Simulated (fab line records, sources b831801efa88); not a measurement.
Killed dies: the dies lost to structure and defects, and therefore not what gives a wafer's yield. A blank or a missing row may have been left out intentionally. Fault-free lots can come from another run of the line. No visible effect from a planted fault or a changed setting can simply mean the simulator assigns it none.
Matching of chambers | flow sky130 | SKY_VIA3_CMP_24 on cmp-02 has 4 sister chambers
The step polishes, stops on SiO2, t overpolish 20 s, target thk 0 nm. 4 wafers are shown with their chamber, then 12 later ones without.

== EACH WAFER AND ITS CHAMBER ==
wafer  | chamber | motorCurrentA (A)
L089.4 | 0       | 13.7
L092.3 | 1       | 11.1
L092.4 | 2       | 9.9
L092.5 | 3       | 11.0

== WAFERS WITHOUT THEIR CHAMBER ==
wafer  | motorCurrentA (A)
L093.1 | 11.0
L093.2 | 14.1
L093.5 | 14.1
L094.1 | 10.5
L094.5 | 11.4
L094.6 | 13.7
L095.1 | 11.3
L095.3 | 13.3
L095.4 | 9.4
L097.2 | 11.2
L097.4 | 11.4
L097.6 | 9.7

== CHAMBER TAKEN BY EACH ==
wafer  | from the rows above          | in truth
L093.1 | can't be placed: 3 or 1      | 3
L093.2 | 0                            | 0
L093.5 | 0                            | 0
L094.1 | can't be placed: 3 or 1 or 2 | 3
L094.5 | can't be placed: 1 or 3      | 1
L094.6 | 0                            | 0
L095.1 | can't be placed: 1 or 3      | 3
L095.3 | 0                            | 0
L095.4 | 2                            | 2
L097.2 | can't be placed: 1 or 3      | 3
L097.4 | can't be placed: 1 or 3      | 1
L097.6 | 2                            | 2
Correctly placed: 6 of 12. These rows do not allow placing 6 (true chamber among the candidates in 6). Wrongly placed: 0.
How it was worked out, from the rows above alone: a wafer's distance from a chamber is the root of the sum, over the readings, of the square of ((its reading less the chamber's mean) divided by the reading's scatter). If the next closest chamber is less than 2 further off than the closest, the wafer can't be placed; otherwise it belongs to the closest. The mean given for a chamber averages the wafers shown for that chamber. The scatter (one wafer shown for each chamber): square how far every hidden wafer sits from the nearest shown wafer, average those squares and take the square root.
